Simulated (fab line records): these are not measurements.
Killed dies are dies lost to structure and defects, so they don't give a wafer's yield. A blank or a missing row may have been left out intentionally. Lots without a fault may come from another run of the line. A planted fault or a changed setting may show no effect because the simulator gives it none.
fab line records -- flow gf180mcu -- part 1 of 2: steps 1 to 30 of 39
record lots=5, wafers=15, last_day=33
route steps=602 shown MIM@507 M5@526 V5@540
lots that met no fault: from a run of the same line without faults
start_h: hours from the record's first day to the start of the lot's first wafer shown -- wait_h: hours since the lot's step before -- " as in the row above -- L1.1+2: a single row standing in for several wafers -- - no value, or no start given -- * or withheld: withheld -- < > ~ a bound
route shown NAME@n: a module of which the file shows steps, and the number in the route of the first -- usual: mean/standard deviation of fault-free wafers -- same: alike in all rows -- chamber/n: place in a boat -- sites: each site's reading -- _std_site: their standard deviation -- _edge_site: inner sites' mean taken away from outer sites' mean -- radius_mm: how far each site lies from the wafer's centre -- mask NAME#n: copy n -- behind: the most recent tool/chamber to have shaped the wafer -- hold: the reason the lot was held/the length of the hold in hours/how it ended -- device: the n, p or np transistor that did not switch -- end of line: the same wafers' tests at the end of the route -- where a step has no rows: the recipe by itself -- killed: dies that structure and defects cost at the first sort, which is not the same as the wafer's yield -- map: dies across one wafer; x = killed, . = not, _ = none there
set.NAME: the run value of the setting; set.NAME@STEP: its run value at that earlier step -- model.NAME: the simulator's own value behind a step, which no gauge read
lots at some steps of the route; a table a step, a row a wafer
services: a tool's chamber out of use, with start hour (start_h, from the record's first day; less than 0 if before it), hours out, and reason
## steps
# step GF_MIM_SPUTTER_04
# recipe material=TiN, target_thk_nm=50, power_w=6500, time_s=41.7, chamber_pressure_pa=0.4
# usual throttle_valve_pct=30.2/0.77
lot.wafer,tool,chamber,start_h,wait_h,throttle_valve_pct
L080.1,pvd_sputter-01,-,613.48,0.0,31.5
L080.4,pvd_sputter-01,-,613.48,0.0,29.5
L080.5,pvd_sputter-01,-,613.48,0.0,29.3
L082.3,pvd_sputter-01,-,631.54,0.0,29.9
L082.4,pvd_sputter-01,-,631.54,0.0,30.5
L082.6,pvd_sputter-01,-,631.54,0.0,30.6
L087.1,pvd_sputter-01,-,670.31,0.0,30.6
L087.3,pvd_sputter-01,-,670.31,0.0,29.6
L087.6,pvd_sputter-01,-,670.31,0.0,30.4
L088.2,pvd_sputter-04,-,674.95,0.0,30.4
L088.3,pvd_sputter-04,-,674.95,0.0,29.7
L088.4,pvd_sputter-04,-,674.95,0.0,30.7
L092.1,pvd_sputter-03,-,703.02,0.0,31.6
L092.2,pvd_sputter-03,-,703.02,0.0,30.1
L092.4,pvd_sputter-03,-,703.02,0.0,29.0
# step GF_MIM_CVD_05
# recipe material=Si3N4, target_thk_nm=42, temp_max_c=400, temp_c=385, time_s=29.086, rf_w=457.4
# usual heater_power_w=665/110
lot.wafer,tool,chamber,start_h,wait_h,heater_power_w
L080.1,pecvd-02,0,613.52,0.0,567
L080.4,pecvd-02,1,613.52,0.0,676
L080.5,pecvd-02,0,613.52,0.0,557
L082.3,pecvd-01,0,631.58,0.0,574
L082.4,pecvd-01,1,631.58,0.0,610
L082.6,pecvd-01,0,631.58,0.0,552
L087.1,pecvd-02,2,670.35,0.0,611
L087.3,pecvd-02,1,670.35,0.0,695
L087.6,pecvd-02,1,670.35,0.0,701
L088.2,pecvd-01,0,674.99,0.0,630
L088.3,pecvd-01,2,674.99,0.0,915
L088.4,pecvd-01,2,674.99,0.0,936
L092.1,pecvd-04,2,703.06,0.0,762
L092.2,pecvd-04,0,703.06,0.0,689
L092.4,pecvd-04,1,703.06,0.0,502
# step GF_MIM_THK_MEAS_06
# recipe reads=Si3N4_of_MIM_CVD_05
# usual MIM_CVD_05_THK=42.3/0.58
lot.wafer,tool,chamber,start_h,wait_h,MIM_CVD_05_THK[nm]
L080.1,film_metro-01,-,613.56,0.0,41.4
L080.4,film_metro-01,-,613.56,0.0,41.9
L080.5,film_metro-01,-,613.56,0.0,41.5
L082.3,film_metro-02,-,631.64,0.0,41.7
L082.4,film_metro-02,-,631.64,0.0,42.8
L082.6,film_metro-02,-,631.64,0.0,42.6
L087.1,film_metro-02,-,670.39,0.0,41.7
L087.3,film_metro-02,-,670.39,0.0,41.9
L087.6,film_metro-02,-,670.39,0.0,42.1
L088.2,film_metro-01,-,675.03,0.0,41.6
L088.3,film_metro-01,-,675.03,0.0,42.0
L088.4,film_metro-01,-,675.03,0.0,42.8
L092.1,film_metro-03,-,703.10,0.0,42.3
L092.2,film_metro-03,-,703.10,0.0,41.5
L092.4,film_metro-03,-,703.10,0.0,42.5
# step GF_MIM_SPUTTER_07
# recipe material=TiN, target_thk_nm=60, power_w=6500, time_s=50, chamber_pressure_pa=0.4
# usual throttle_valve_pct=30.2/0.75
lot.wafer,tool,chamber,start_h,wait_h,throttle_valve_pct
L080.1,pvd_sputter-04,-,613.62,0.1,30.2
L080.4,pvd_sputter-04,-,613.62,0.1,30.7
L080.5,pvd_sputter-04,-,613.62,0.1,31.0
L082.3,pvd_sputter-04,-,631.68,0.0,30.3
L082.4,pvd_sputter-04,-,631.68,0.0,31.1
L082.6,pvd_sputter-04,-,631.68,0.0,30.3
L087.1,pvd_sputter-04,-,670.45,0.1,30.5
L087.3,pvd_sputter-04,-,670.45,0.1,30.5
L087.6,pvd_sputter-04,-,670.45,0.1,30.1
L088.2,pvd_sputter-03,-,675.08,0.0,28.8
L088.3,pvd_sputter-03,-,675.08,0.0,31.5
L088.4,pvd_sputter-03,-,675.08,0.0,29.2
L092.1,pvd_sputter-01,-,703.16,0.1,29.7
L092.2,pvd_sputter-01,-,703.16,0.1,30.6
L092.4,pvd_sputter-01,-,703.16,0.1,31.4
# step GF_MIM_SPUTTER_08
# recipe material=AlCu, target_thk_nm=200, power_w=10600, time_s=10.6, chamber_pressure_pa=0.4
# usual throttle_valve_pct=30.2/0.78
lot.wafer,tool,chamber,start_h,wait_h,throttle_valve_pct
L080.1,pvd_sputter-04,-,613.66,0.0,30.4
L080.4,pvd_sputter-04,-,613.66,0.0,30.9
L080.5,pvd_sputter-04,-,613.66,0.0,30.6
L082.3,pvd_sputter-04,-,631.72,0.0,30.4
L082.4,pvd_sputter-04,-,631.72,0.0,30.8
L082.6,pvd_sputter-04,-,631.72,0.0,30.1
L087.1,pvd_sputter-04,-,670.49,0.0,30.3
L087.3,pvd_sputter-04,-,670.49,0.0,30.6
L087.6,pvd_sputter-04,-,670.49,0.0,30.4
L088.2,pvd_sputter-03,-,675.13,0.0,28.5
L088.3,pvd_sputter-03,-,675.13,0.0,31.6
L088.4,pvd_sputter-03,-,675.13,0.0,28.6
L092.1,pvd_sputter-01,-,703.20,0.0,29.5
L092.2,pvd_sputter-01,-,703.20,0.0,30.7
L092.4,pvd_sputter-01,-,703.20,0.0,31.4
# step GF_MIM_SPUTTER_09
# recipe material=TiN, target_thk_nm=35, power_w=6500, time_s=29.2, chamber_pressure_pa=0.4
# usual throttle_valve_pct=30.2/0.8
lot.wafer,tool,chamber,start_h,wait_h,throttle_valve_pct
L080.1,pvd_sputter-04,-,613.68,0.0,30.3
L080.4,pvd_sputter-04,-,613.68,0.0,31.1
L080.5,pvd_sputter-04,-,613.68,0.0,30.9
L082.3,pvd_sputter-04,-,631.74,0.0,30.5
L082.4,pvd_sputter-04,-,631.74,0.0,30.7
L082.6,pvd_sputter-04,-,631.74,0.0,30.2
L087.1,pvd_sputter-04,-,670.51,0.0,30.5
L087.3,pvd_sputter-04,-,670.51,0.0,30.4
L087.6,pvd_sputter-04,-,670.51,0.0,30.2
L088.2,pvd_sputter-03,-,675.15,0.0,28.8
L088.3,pvd_sputter-03,-,675.15,0.0,31.6
L088.4,pvd_sputter-03,-,675.15,0.0,28.8
L092.1,pvd_sputter-01,-,703.22,0.0,29.6
L092.2,pvd_sputter-01,-,703.22,0.0,30.5
L092.4,pvd_sputter-01,-,703.22,0.0,31.7
# step GF_MIM_RS_MEAS_10
# recipe thk_meas_gauge=four-point-probe, reads=TiN_of_MIM_SPUTTER_09+AlCu_of_MIM_SPUTTER_08+TiN_of_MIM_SPUTTER_07
# usual MIM_ALCU_RS=0.1610/0.0019
lot.wafer,tool,chamber,start_h,wait_h,MIM_ALCU_RS[ohm/sq]
L080.1,film_metro-03,-,613.72,0.0,0.1606
L080.4,film_metro-03,-,613.72,0.0,0.1606
L080.5,film_metro-03,-,613.72,0.0,0.1600
L082.3,film_metro-01,-,631.81,0.1,0.1593
L082.4,film_metro-01,-,631.81,0.1,0.1580
L082.6,film_metro-01,-,631.81,0.1,0.1600
L087.1,film_metro-01,-,670.55,0.0,0.1607
L087.3,film_metro-01,-,670.55,0.0,0.1575
L087.6,film_metro-01,-,670.55,0.0,0.1582
L088.2,film_metro-02,-,675.20,0.0,0.1646
L088.3,film_metro-02,-,675.20,0.0,0.1605
L088.4,film_metro-02,-,675.20,0.0,0.1645
L092.1,film_metro-03,-,703.26,0.0,0.1624
L092.2,film_metro-03,-,703.26,0.0,0.1622
L092.4,film_metro-03,-,703.26,0.0,0.1615
# step GF_MIM_THK_MEAS_11
# recipe thk_meas_gauge=xrf, reads=AlCu_of_MIM_SPUTTER_08
# usual MIM_ALCU_THK=201.6/2.7
lot.wafer,tool,chamber,start_h,wait_h,MIM_ALCU_THK[nm]
L080.1,film_metro-03,-,613.84,0.1,202.5
L080.4,film_metro-03,-,613.84,0.1,203.0
L080.5,film_metro-03,-,613.84,0.1,203.4
L082.3,film_metro-01,-,631.91,0.1,202.2
L082.4,film_metro-01,-,631.91,0.1,203.7
L082.6,film_metro-01,-,631.91,0.1,204.4
L087.1,film_metro-01,-,670.67,0.1,204.9
L087.3,film_metro-01,-,670.67,0.1,205.3
L087.6,film_metro-01,-,670.67,0.1,205.0
L088.2,film_metro-02,-,675.31,0.1,196.8
L088.3,film_metro-02,-,675.31,0.1,201.4
L088.4,film_metro-02,-,675.31,0.1,196.9
L092.1,film_metro-03,-,703.38,0.1,199.9
L092.2,film_metro-03,-,703.38,0.1,201.9
L092.4,film_metro-03,-,703.38,0.1,202.3
# step GF_MIM_DEHYDRATE_12
# recipe temp_c=200, time_s=60
lot.wafer,tool,chamber,start_h,wait_h
L080.1+4+5,litho_track-01,0,623.38,9.5
L082.3+4+6,litho_track-02,0,640.65,8.7
L087.1+3+6,litho_track-01,0,679.58,8.9
L088.2+3+4,litho_track-03,0,684.53,9.2
L092.1+2+4,litho_track-02,0,711.70,8.3
# step GF_MIM_HMDS_13
# recipe prime_time_s=60, prime_temp_c=120
lot.wafer,tool,chamber,start_h,wait_h
L080.1+4+5,litho_track-01,0,623.53,0.1
L082.3+4+6,litho_track-02,0,640.80,0.1
L087.1+3+6,litho_track-01,0,679.73,0.1
L088.2+3+4,litho_track-03,0,684.68,0.1
L092.1+2+4,litho_track-02,0,711.85,0.1
# step GF_MIM_COAT_14
# recipe resist=NOVOLAK, spin_rpm=3000, resist_thk_nm=1000
lot.wafer,tool,chamber,start_h,wait_h
L080.1+4+5,litho_track-01,0,623.68,0.1
L082.3+4+6,litho_track-02,0,640.95,0.1
L087.1+3+6,litho_track-01,0,679.88,0.1
L088.2+3+4,litho_track-03,0,684.83,0.1
L092.1+2+4,litho_track-02,0,712.00,0.1
# step GF_MIM_SOFTBAKE_15
# recipe temp_c=90, time_s=60, resist=NOVOLAK
lot.wafer,tool,chamber,start_h,wait_h
L080.1+4+5,litho_track-01,0,623.83,0.1
L082.3+4+6,litho_track-02,0,641.10,0.1
L087.1+3+6,litho_track-01,0,680.03,0.1
L088.2+3+4,litho_track-03,0,684.98,0.1
L092.1+2+4,litho_track-02,0,712.15,0.1
# step GF_MIM_EXPOSE_16
# recipe mask_id=FuseTop, target_cd_nm=2000, na=0.6, source_shape=conventional, sigma_outer=0.6, dose_mj=140
lot.wafer,tool,chamber,start_h,wait_h,mask
L080.1+4+5,iline_stepper-02,0,-,-,FuseTop#0
L082.3+4+6,iline_stepper-02,0,-,-,FuseTop#0
L087.1+3+6,iline_stepper-01,0,-,-,FuseTop#0
L088.2+3+4,iline_stepper-01,0,-,-,FuseTop#0
L092.1+2+4,iline_stepper-02,0,-,-,FuseTop#0
# step GF_MIM_PEB_17
# recipe temp_c=withheld, time_s=*, resist=NOVOLAK
lot.wafer,tool,chamber,start_h,wait_h
L080.1+4+5,litho_track-01,0,-,-
L082.3+4+6,litho_track-01,0,-,-
L087.1+3+6,litho_track-01,0,-,-
L088.2+3+4,litho_track-02,0,-,-
L092.1+2+4,litho_track-02,0,-,-
# step GF_MIM_DEVELOP_18
# recipe develop_time_s=60, dev_temp_c=23
lot.wafer,tool,chamber,start_h,wait_h
L080.1+4+5,litho_track-01,0,634.28,0.1
L082.3+4+6,litho_track-01,0,650.53,0.1
L087.1+3+6,litho_track-01,0,689.13,0.1
L088.2+3+4,litho_track-02,0,694.03,0.1
L092.1+2+4,litho_track-02,0,721.10,0.1
# step GF_MIM_METAL_ETCH_19
# recipe chemistry=Cl2/BCl3, mask_material=NOVOLAK, stop_on=Si3N4, target_depth_nm=324.5, pressure_mtorr=8, icp_w=800, bias_w=140, Cl2_flow_sccm=80, bcl3_flow_sccm=40, time_s=54.1
# usual drypump_motor_current_A=6.0/0.48, mfc_cl2_sccm=79.97/0.24, oes_product_au=0.940/0.0058, throttle_valve_pct=28.285/0.0093
lot.wafer,tool,chamber,start_h,wait_h,drypump_motor_current_A,mfc_cl2_sccm,oes_product_au,rf_hours_counter_h,throttle_valve_pct
L080.1,rie_metal-01,1,634.43,0.1,6.1,79.59,0.940,0,28.305
L080.4,rie_metal-01,1,634.43,0.1,6.1,79.63,0.939,-,28.281
L080.5,rie_metal-01,0,634.43,0.1,5.7,80.39,0.941,-,28.277
L082.3,rie_metal-04,1,650.66,0.1,6.2,80.27,0.933,-,28.281
L082.4,rie_metal-04,0,650.66,0.1,5.8,80.02,0.948,-,28.279
L082.6,rie_metal-04,1,650.66,0.1,6.2,80.02,0.943,-,28.280
L087.1,rie_metal-04,0,689.28,0.1,5.8,79.72,0.937,2,28.305
L087.3,rie_metal-04,1,689.28,0.1,6.2,79.54,0.942,-,28.285
L087.6,rie_metal-04,0,689.28,0.1,5.8,79.78,0.950,-,28.282
L088.2,rie_metal-03,1,694.15,0.1,5.3,79.59,0.932,0,28.282
L088.3,rie_metal-03,1,694.15,0.1,5.3,79.65,0.941,-,28.283
L088.4,rie_metal-03,0,694.15,0.1,6.6,79.85,0.929,-,28.288
L092.1,rie_metal-04,0,721.25,0.1,5.8,80.10,0.941,3,28.273
L092.2,rie_metal-04,1,721.25,0.1,6.2,80.27,0.943,10,28.285
L092.4,rie_metal-04,0,721.25,0.1,5.8,80.03,0.945,-,28.298
# step GF_MIM_STRIP_20
# recipe chemistry=O2/N2, power_w=1400, pressure_mtorr=1500, platen_temp_c=250, o2_flow_sccm=3000, n2_flow_sccm=300, overash_fraction=0.5
# usual drypump_motor_current_A=5.9/0.31, heater_power_w=374/25, oes_product_au=0.691/0.0048, platen_temp_c=250.02/0.19, strip_time_to_endpoint_s=11.21/0.05
lot.wafer,tool,chamber,start_h,wait_h,drypump_motor_current_A,heater_power_w,oes_product_au,platen_temp_c,rf_hours_counter_h,strip_time_to_endpoint_s
L080.1,plasma_asher-02,1,634.50,0.0,5.9,352,0.684,249.97,102,11.19
L080.4,plasma_asher-02,0,634.50,0.0,6.3,395,0.686,249.81,-,11.17
L080.5,plasma_asher-02,1,634.50,0.0,5.9,345,0.692,249.95,-,11.20
L082.3,plasma_asher-01,0,650.74,0.1,5.5,342,0.691,249.87,-,11.22
L082.4,plasma_asher-01,1,650.74,0.1,5.2,390,0.690,250.11,-,11.26
L082.6,plasma_asher-01,1,650.74,0.1,5.2,397,0.693,250.06,-,11.19
L087.1,plasma_asher-01,1,689.35,0.0,5.2,395,0.689,250.13,29,11.19
L087.3,plasma_asher-01,1,689.35,0.0,5.2,403,0.689,250.10,-,11.09
L087.6,plasma_asher-01,1,689.35,0.0,5.2,378,0.690,250.21,-,11.17
L088.2,plasma_asher-02,0,694.22,0.0,6.3,390,0.698,250.22,109,11.26
L088.3,plasma_asher-02,0,694.22,0.0,6.3,394,0.686,249.85,-,11.18
L088.4,plasma_asher-02,1,694.22,0.0,5.9,363,0.688,249.98,-,11.19
L092.1,plasma_asher-03,0,721.32,0.0,6.0,414,0.695,250.10,93,11.26
L092.2,plasma_asher-03,1,721.32,0.0,5.9,365,0.689,249.84,93,11.17
L092.4,plasma_asher-03,0,721.32,0.0,6.0,404,0.691,250.22,-,11.25
# step GF_MIM_STRIP_21
# recipe chemistry=post_etch_residue_remover, time_s=1200, temp_c=72.5
# usual bath_guard_temp_C=72.6/0.5
lot.wafer,tool,chamber,start_h,wait_h,bath_guard_temp_C
L080.1,wet_bench-01,2,634.60,0.1,72.2
L080.4,wet_bench-01,2,634.60,0.1,72.0
L080.5,wet_bench-01,2,634.60,0.1,72.1
L082.3,wet_bench-01,0,650.80,0.0,72.9
L082.4,wet_bench-01,0,650.80,0.0,72.7
L082.6,wet_bench-01,0,650.80,0.0,72.6
L087.1,wet_bench-03,2,689.45,0.1,72.6
L087.3,wet_bench-03,2,689.45,0.1,73.4
L087.6,wet_bench-03,2,689.45,0.1,73.5
L088.2,wet_bench-03,2,694.32,0.1,73.3
L088.3,wet_bench-03,2,694.32,0.1,73.5
L088.4,wet_bench-03,2,694.32,0.1,73.4
L092.1,wet_bench-03,1,721.42,0.1,72.7
L092.2,wet_bench-03,1,721.42,0.1,72.7
L092.4,wet_bench-03,1,721.42,0.1,72.8
# step GF_MIM_CLEAN_22
# recipe chemistry=DIW, dry=n2_spin
lot.wafer,tool,chamber,start_h,wait_h
L080.1+4+5,wet_bench-02,2,634.94,0.0
L082.3+4+6,wet_bench-03,2,651.14,0.0
L087.1+3+6,wet_bench-01,0,689.79,0.0
L088.2+3+4,wet_bench-02,0,694.66,0.0
L092.1+2+4,wet_bench-01,3,721.76,0.0
# step GF_M5_DEHYDRATE_00
# recipe temp_c=200, time_s=60
lot.wafer,tool,chamber,start_h,wait_h
L080.1+4+5,litho_track-04,0,644.42,9.4
L082.3+4+6,litho_track-02,0,660.25,9.0
L087.1+3+6,litho_track-02,0,698.55,8.7
L088.2+3+4,litho_track-02,0,703.43,8.7
L092.1+2+4,litho_track-03,0,729.96,8.1
# step GF_M5_HMDS_01
# recipe prime_time_s=60, prime_temp_c=120
lot.wafer,tool,chamber,start_h,wait_h
L080.1+4+5,litho_track-04,0,644.57,0.1
L082.3+4+6,litho_track-02,0,660.40,0.1
L087.1+3+6,litho_track-02,0,698.70,0.1
L088.2+3+4,litho_track-02,0,703.58,0.1
L092.1+2+4,litho_track-03,0,730.11,0.1
# step GF_M5_COAT_02
# recipe resist=KrF, spin_rpm=withheld, resist_thk_nm=1000
lot.wafer,tool,chamber,start_h,wait_h
L080.1+4+5,litho_track-04,0,644.72,0.1
L082.3+4+6,litho_track-02,0,660.55,0.1
L087.1+3+6,litho_track-02,0,698.85,0.1
L088.2+3+4,litho_track-02,0,703.73,0.1
L092.1+2+4,litho_track-03,0,730.26,0.1
# step GF_M5_SOFTBAKE_03
# recipe temp_c=130, time_s=60, resist=KrF
lot.wafer,tool,chamber,start_h,wait_h
L080.1+4+5,litho_track-04,0,644.87,0.1
L082.3+4+6,litho_track-02,0,660.70,0.1
L087.1+3+6,litho_track-02,0,699.00,0.1
L088.2+3+4,litho_track-02,0,703.88,0.1
L092.1+2+4,litho_track-03,0,730.41,0.1
# step GF_M5_EXPOSE_04
# recipe mask_id=Metal5, target_cd_nm=280, na=0.68, source_shape=conventional, sigma_outer=0.6, dose_mj=28
lot.wafer,tool,chamber,start_h,wait_h,mask
L080.1+4+5,krf_scanner-02,0,-,-,Metal5#0
L082.3+4+6,krf_scanner-01,0,-,-,Metal5#0
L087.1+3+6,krf_scanner-02,0,-,-,Metal5#0
L088.2+3+4,krf_scanner-02,0,-,-,Metal5#0
L092.1+2+4,krf_scanner-02,0,-,-,Metal5#0
# step GF_M5_PEB_05
# recipe peb_temp_c=135, peb_time_s=90, resist=KrF
lot.wafer,tool,chamber,start_h,wait_h
L080.1+4+5,litho_track-03,0,-,-
L082.3+4+6,litho_track-04,0,-,-
L087.1+3+6,litho_track-03,0,-,-
L088.2+3+4,litho_track-03,0,-,-
L092.1+2+4,litho_track-03,0,-,-
# step GF_M5_DEVELOP_06
# recipe develop_time_s=60, dev_temp_c=21
lot.wafer,tool,chamber,start_h,wait_h
L080.1+4+5,litho_track-03,0,654.16,0.2
L082.3+4+6,litho_track-04,0,669.47,0.1
L087.1+3+6,litho_track-03,0,708.11,0.2
L088.2+3+4,litho_track-03,0,712.78,0.2
L092.1+2+4,litho_track-03,0,738.86,0.2
# step GF_M5_CD_MEAS_07
# recipe target_cd_nm=280
# usual cd_nm=279.8/0.95
lot.wafer,tool,chamber,start_h,wait_h,cd_nm
L080.1,cd_sem-01,-,654.31,0.1,278.7
L080.4,cd_sem-01,-,654.31,0.1,278.7
L080.5,cd_sem-01,-,654.31,0.1,278.3
L082.3,cd_sem-01,-,669.61,0.1,279.0
L082.4,cd_sem-01,-,669.61,0.1,280.0
L082.6,cd_sem-01,-,669.61,0.1,281.0
L087.1,cd_sem-01,-,708.50,0.4,278.6
L087.3,cd_sem-01,-,708.50,0.4,278.9
L087.6,cd_sem-01,-,708.50,0.4,279.2
L088.2,cd_sem-01,-,712.93,0.1,280.1
L088.3,cd_sem-01,-,712.93,0.1,280.1
L088.4,cd_sem-01,-,712.93,0.1,278.5
L092.1,cd_sem-01,-,739.01,0.1,281.2
L092.2,cd_sem-01,-,739.01,0.1,280.7
L092.4,cd_sem-01,-,739.01,0.1,279.7
# step GF_M5_OVL_MEAS_08
# usual M5_OVL=-4/5.8
lot.wafer,tool,chamber,start_h,wait_h,M5_OVL[nm]
L080.1,overlay-02,-,654.43,0.1,-7
L080.4,overlay-02,-,654.43,0.1,-7
L080.5,overlay-02,-,654.43,0.1,-12
L082.3,overlay-02,-,669.70,0.1,-4
L082.4,overlay-02,-,669.70,0.1,-8
L082.6,overlay-02,-,669.70,0.1,-12
L087.1,overlay-02,-,708.62,0.1,-5
L087.3,overlay-02,-,708.62,0.1,-7
L087.6,overlay-02,-,708.62,0.1,-8
L088.2,overlay-02,-,713.03,0.1,4
L088.3,overlay-02,-,713.03,0.1,8
L088.4,overlay-02,-,713.03,0.1,2
L092.1,overlay-01,-,739.13,0.1,-1
L092.2,overlay-01,-,739.13,0.1,2
L092.4,overlay-01,-,739.13,0.1,-6
# step GF_M5_ETCH_09
# recipe chemistry=CF4/O2, target=Si3N4, target_depth_nm=52, source_w=800, bias_w=150, pressure_mtorr=150, cf4_flow_sccm=80, O2_flow_sccm=10, time_s=11.6
# usual O2_flow_sccm=10.002/0.028, drypump_motor_current_A=5.7/0.46, oes_product_au=0.998/0.0088, throttle_valve_pct=5.970/0.0091
lot.wafer,tool,chamber,start_h,wait_h,O2_flow_sccm,drypump_motor_current_A,oes_product_au,rf_hours_counter_h,throttle_valve_pct
L080.1,rie_diel-02,3,654.46,0.0,10.015,5.2,0.993,0,5.973
L080.4,rie_diel-02,0,654.46,0.0,10.010,6.1,0.994,12,5.961
L080.5,rie_diel-02,2,654.46,0.0,9.987,5.3,0.990,-,5.971
L082.3,rie_diel-01,1,669.73,0.0,9.976,5.4,1.013,10,5.961
L082.4,rie_diel-01,0,669.73,0.0,10.007,6.6,1.002,8,5.982
L082.6,rie_diel-01,0,669.73,0.0,10.077,6.6,0.997,-,5.967
L087.1,rie_diel-04,1,708.66,0.0,9.966,6.0,1.009,7,5.965
L087.3,rie_diel-04,3,708.66,0.0,9.975,5.2,1.001,28,5.979
L087.6,rie_diel-04,0,708.66,0.0,9.999,5.4,0.989,-,5.962
L088.2,rie_diel-02,0,713.06,0.0,9.989,6.1,0.993,15,5.968
L088.3,rie_diel-02,2,713.06,0.0,9.997,5.3,0.983,14,5.960
L088.4,rie_diel-02,3,713.06,0.0,9.977,5.2,1.004,3,5.975
L092.1,rie_diel-01,1,739.16,0.0,9.965,5.4,1.011,13,5.979
L092.2,rie_diel-01,0,739.16,0.0,9.975,6.6,1.001,12,5.956
L092.4,rie_diel-01,3,739.16,0.0,9.983,5.2,0.998,8,5.984
# step GF_M5_METAL_ETCH_10
# recipe chemistry=Cl2/BCl3, mask_material=KrF, target_depth_nm=627.5, stop_on=SiO2, pressure_mtorr=8, icp_w=800, bias_w=140, Cl2_flow_sccm=80, bcl3_flow_sccm=40, time_s=104.6
# usual drypump_motor_current_A=5.9/0.51, mfc_cl2_sccm=80.01/0.27, oes_product_au=0.972/0.0063, throttle_valve_pct=28.248/0.009
lot.wafer,tool,chamber,start_h,wait_h,drypump_motor_current_A,mfc_cl2_sccm,oes_product_au,rf_hours_counter_h,throttle_valve_pct
L080.1,rie_metal-02,0,654.49,0.0,6.3,79.86,0.986,9,28.250
L080.4,rie_metal-02,1,654.49,0.0,5.2,79.71,0.977,-,28.235
L080.5,rie_metal-02,0,654.49,0.0,6.3,80.03,0.977,-,28.243
L082.3,rie_metal-03,0,669.83,0.1,6.7,80.19,0.963,-,28.244
L082.4,rie_metal-03,0,669.83,0.1,6.6,79.91,0.966,-,28.268
L082.6,rie_metal-03,0,669.83,0.1,6.6,80.29,0.962,-,28.255
L087.1,rie_metal-02,1,708.68,0.0,5.2,79.73,0.969,1,28.252
L087.3,rie_metal-02,1,708.68,0.0,5.2,80.15,0.973,-,28.259
L087.6,rie_metal-02,1,708.68,0.0,5.3,80.24,0.975,-,28.249
L088.2,rie_metal-01,0,713.09,0.0,5.7,80.06,0.972,9,28.243
L088.3,rie_metal-01,0,713.09,0.0,5.6,80.38,0.971,-,28.260
L088.4,rie_metal-01,1,713.09,0.0,6.1,80.20,0.963,-,28.243
L092.1,rie_metal-03,0,739.18,0.0,6.6,80.17,0.976,5,28.252
L092.2,rie_metal-03,1,739.18,0.0,5.3,80.37,0.968,2,28.263
L092.4,rie_metal-03,0,739.18,0.0,6.6,80.08,0.965,-,28.251
